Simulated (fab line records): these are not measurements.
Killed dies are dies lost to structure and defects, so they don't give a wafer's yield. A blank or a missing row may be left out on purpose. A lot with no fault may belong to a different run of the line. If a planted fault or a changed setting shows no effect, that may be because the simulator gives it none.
A lot that was struck, set against a sound lot	flow sky130	14 steps out of a route of 708
Sound: the wafers L543.3, L543.4, L543.6. Wafers struck: L542.2, L542.3, L542.4. The cause comes at the end.
Order at every step that has rows: each side's tool, ch and its chambers, its first start. Under that, the readings that differ: sound wafers	struck wafers	difference of the means	sigmas: that difference in standard deviations of wafers without a fault.
alike: readings whose means differ by less than 2 such deviations, and words and numbers that are the same on both sides. not compared: withheld readings, readings that some wafer has no value for, bounds like >300 that may hide the same value, and numbers for which the record gives no deviation and whose values overlap.
The two part at a step that has a row with sigmas, a row that says differs or no value, or rows on one side only. Numbers that don't overlap but have no deviation are shown without sigmas and don't part them. Lack of a reading on every wafer of one side parts them only where that side has two or more wafers.

first, 5 steps without rows for these wafers: SKY_RES_XHIGH_SOFTBAKE_03 (time 60 s); SKY_RES_XHIGH_EXPOSE_04 (exposes mask URPM, target cd 1270 nm); SKY_RES_XHIGH_PEB_05; SKY_RES_XHIGH_DEVELOP_06 (develop time 60 s); SKY_RES_XHIGH_IMPLANT_07.
SKY_RES_XHIGH_STRIP_08: strips in O2/N2.
  sound on plasma_asher-04 ch 0,1, day 33 17:17; struck on plasma_asher-02 ch 0,1, day 33 09:04
  alike: drypump_motor_current_A, n2_flow_sccm, oes_product_au, strip_time_to_endpoint_s
  not compared: rf_hours_counter_h
SKY_RES_XHIGH_TW_MEAS_09:
  struck on film_metro-03, day 33 09:11; sound on film_metro-01, day 33 17:23
  alike: RES_XHIGH_TW
then, 5 steps without rows for these wafers: SKY_SD_N_DEHYDRATE_00 (time 60 s); SKY_SD_N_HMDS_01 (prime time 60 s); SKY_SD_N_COAT_02 (resist thk 1140 nm); SKY_SD_N_SOFTBAKE_03 (time 60 s); SKY_SD_N_EXPOSE_04 (exposes mask NSDM, target cd 380 nm).
SKY_SD_N_PEB_05:
  sound on litho_track-03 ch 0, day 34 19:05; struck on litho_track-01, day 34 11:19
reading	sound	struck	difference	sigmas
exhaust_pa (Pa)	45.4 44.3 46.0	- - -	no value on the struck wafers	
  not compared: chill_plate_temp_C
then, 1 step without rows for these wafers: SKY_SD_N_DEVELOP_06 (develop time 60 s).

WHERE THEY PART
At SKY_SD_N_PEB_05 and nowhere else, as far as this record goes.

WHY: what the simulator had put in
Beginning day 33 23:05, the whole step at SKY_SD_N_PEB_05 was skipped on litho_track-01. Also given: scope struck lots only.
